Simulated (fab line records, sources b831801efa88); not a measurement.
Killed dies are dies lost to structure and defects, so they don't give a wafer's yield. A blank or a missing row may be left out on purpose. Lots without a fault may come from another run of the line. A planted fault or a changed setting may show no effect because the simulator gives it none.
Problem report in the 8D (eight disciplines) form, filled by code | flow gf180mcu | the parts of the form that need people (team, actions taken, sign-off) are left out

1. THE PROBLEM
V2_W_RS at GF_V2_RS_MEAS_24 reads a mean of 0.345 ohm/sq on 2 wafers of 2 lots; wafers without a fault read 0.327 ohm/sq with a standard deviation of 0.0038. That is +4.9 standard deviations from the usual mean.
The step: measures by four-point-probe.
First seen on wafer L506.1, day 27 10:04, on film_metro-04. The record holds 33 wafers of 11 lots with a number at this step. Rule for "out", or "out of limits": more than 4 standard deviations from the usual mean. The other wafers with a number count as sound.

2. WHAT IT IS AND WHAT IT IS NOT
question                    | is                           | is not
which readings at this step | V2_W_RS                      | -
which lots                  | L506, L507                   | L485, L489, L495, L496, L497, L501, L502, L505, L508
which wafers of those lots  | L506.1, L507.2               | L506.3, L506.6, L507.1, L507.5
read on which gauges        | film_metro-03, film_metro-04 | film_metro-01
when                        | from day 27 10:04            | up to then (26 sound wafers); but 5 sound wafers of L507, L508 came after

3. SUSPECTS, AND WHAT RULES EACH OUT
Counting: a tool at a process step up to the reading stays a suspect if it ran every lot that is out. Sound lots after the first of them don't rule it out here, since some wafers of a struck lot are sound.
- the gauge at GF_V2_RS_MEAS_24: ruled out. The wafers that are out were read on 2 gauges (film_metro-03, film_metro-04).
- cvd_w-01 at GF_V2_CVD_23 (deposits W, target thk 350 nm, time 104.94 s): kept. It ran every lot that is out, first L506 (day 27 09:56); its last sound lot up to then is L505 (day 27 05:19). Its own readings are out on those wafers: susceptor_temp_C.
- Within cvd_w-01 at GF_V2_CVD_23: the wafers that are out ran in chamber 0; their sound lot-mates ran in chamber 1.
Left after counting: cvd_w-01 at GF_V2_CVD_23.

4. THE CAUSE (what the simulator had put in)
Process parameter drift: cvd_w-01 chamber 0, from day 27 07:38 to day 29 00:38, at GF_V2_CVD_23. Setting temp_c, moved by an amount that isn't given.
Counting left only this tool.

5. THE CHAIN OF EFFECTS, in route order
Each row: a reading whose mean over the struck wafers that have a number lies more than 3 standard deviations from the usual. Only readings for which the record gives a usual standard deviation are gone through. hours: the time from each lot's start at the first step in this table that gives one to its start at this step, as a median over the lots. sigmas: the change in usual standard deviations.
hours | step              | reading          | usual        | on struck wafers | change | sigmas
0     | GF_V2_CVD_23      | susceptor_temp_C | 400.02 C     | 396.99           | -3.03  | -12
0     | GF_V2_RS_MEAS_24  | V2_W_RS          | 0.327 ohm/sq | 0.345            | +0.018 | +4.9
0     | GF_V2_THK_MEAS_25 | V2_W_THK         | 357 nm       | 338              | -18    | -3.3
The process steps in it:
- GF_V2_CVD_23: deposits W, target thk 350 nm, time 104.94 s.

6. WHAT WOULD HAVE CAUGHT IT SOONER
In this record the first reading out of limits at a measuring or inspecting step was taken at day 27 10:04, 2 hours after the fault began at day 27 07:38.
The tool's own readings at GF_V2_CVD_23 were out on every struck wafer that the step has a row for (susceptor_temp_C): an alarm limit on them would have fired on the first of those.
Of the lots that are out (2), L507 began GF_V2_CVD_23 on cvd_w-01 after day 27 10:04. A hold on the tool at that time would have spared it.
